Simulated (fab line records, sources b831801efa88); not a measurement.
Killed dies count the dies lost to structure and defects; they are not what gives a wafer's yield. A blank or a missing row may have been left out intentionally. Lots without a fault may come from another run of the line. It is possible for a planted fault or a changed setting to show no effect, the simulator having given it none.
A struck lot beside a sound one	flow gf180mcu	17 out of 602 route steps
Sound: these wafers, L892.4, L892.5, L892.6. Wafers L886.1, L886.2, L886.5 were the ones struck. The cause is named last.
Order at every step that has rows: each side's tool, ch and its chambers, its first start. Under that, the readings that differ: sound wafers	struck wafers	difference of the means	sigmas: that difference in standard deviations of wafers without a fault.
alike: readings whose means differ by less than 2 such deviations, and words and numbers that are the same on both sides. not compared: withheld readings, readings that some wafer has no value for, bounds like >300 that may hide the same value, and numbers for which the record gives no deviation and whose values overlap.
The two part at a step that has a row with sigmas, a row that says differs or no value, or rows on one side only. Numbers that have no deviation but don't overlap get no sigmas and don't part them. A reading missing from all wafers of one side parts the sides only when that side holds two or more wafers.

first, 3 steps without rows for these wafers: GF_V2_EXPOSE_11 (exposes mask Via2, target cd 260 nm); GF_V2_PEB_12 (peb time 90 s); GF_V2_DEVELOP_13 (develop time 60 s).
GF_V2_CD_MEAS_14: target cd 260 nm.
  struck on cd_sem-02, day 23 06:44; sound on cd_sem-02, day 25 09:14
  alike: cd_nm
GF_V2_OVL_MEAS_15:
  struck on overlay-01, day 23 06:51; sound on overlay-01, day 25 09:19
  alike: V2_OVL
then, 1 step without rows for these wafers: GF_V2_ETCH_16 (etches BARC in N2/H2).
GF_V2_ETCH_17: etches SiO2 in C4F8/O2/Ar, stops on TiN, target depth 630 nm.
  sound on rie_diel-03 ch 0,1,2; struck on rie_diel-04 ch 2,3
  alike: oes_product_au
GF_V2_STRIP_18: strips in O2/N2.
  sound on plasma_asher-03 ch 0,1, day 25 09:29; struck on plasma_asher-03 ch 0,1, day 23 07:01
  alike: drypump_motor_current_A, heater_power_w, oes_product_au
  not compared: rf_hours_counter_h
then, 2 steps without rows for these wafers: GF_V2_STRIP_19 (strips in post etch residue remover, time 1200 s); GF_V2_CLEAN_20 (cleans in DIW).
GF_V2_SPUTTER_21: material Ti, target thk 15 nm, time 80.02 s.
  struck on pvd_sputter-04, day 23 07:35; sound on pvd_sputter-03, day 25 10:02
  alike: throttle_valve_pct
GF_V2_SPUTTER_22: material TiN, target thk 10 nm, time 40 s.
  struck on pvd_sputter-04, day 23 07:38; sound on pvd_sputter-03, day 25 10:05
  alike: throttle_valve_pct
GF_V2_CVD_23: deposits W, target thk 350 nm, time 104.94 s.
  sound on cvd_w-01 ch 0,1, day 25 10:08; struck on cvd_w-02 ch 1, day 23 07:41
reading	sound	struck	difference	sigmas
susceptor_temp_C (C)	399.88 399.99 400.37	393.20 393.21 393.66	-6.72	-31
model.W_of_V2_CVD_23.thk_nm (nm)	350.8 351 348	309.5 309.4 313.5	-39.1	
  alike: heater_power_w
GF_V2_RS_MEAS_24: measurement is done with a four-point probe.
  struck on film_metro-04, day 23 07:55; sound on film_metro-01, day 25 10:16
reading	sound	struck	difference	sigmas
V2_W_RS (ohm/sq)	0.3271 0.3257 0.3292	0.3709 0.3712 0.3672	+0.0424	+14
GF_V2_THK_MEAS_25: measures by xrf.
  struck on film_metro-04, day 23 08:02; sound on film_metro-01, day 25 10:22
reading	sound	struck	difference	sigmas
V2_W_THK (nm)	347 346 343	305 309 310	-37	-9
GF_V2_CMP_26: polishes, stops on SiO2, t overpolish 15 s, target thk 0 nm.
  sound on cmp-01 ch 0,3, day 25 10:26; struck on cmp-01 ch 0,1, day 23 08:10
  alike: motor_current_A, time_to_endpoint_s
-- the record jumps here: 8 days lie between the struck wafers' starts before and after (it left off in module V2 and takes up again in module PASSIVATION, whose first step shown is number 602 of the route) --
GF_PASSIVATION_PROBE_99:
  the record has rows for the struck wafers here (prober-01, day 31 11:11) and none for the sound ones

## WHERE THEY PART
At GF_V2_CVD_23 first; at GF_PASSIVATION_PROBE_99 last (within this record only).

WHY: the cause the simulator had injected
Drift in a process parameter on cvd_w-02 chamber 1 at GF_V2_CVD_23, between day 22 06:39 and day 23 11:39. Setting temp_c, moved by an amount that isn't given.
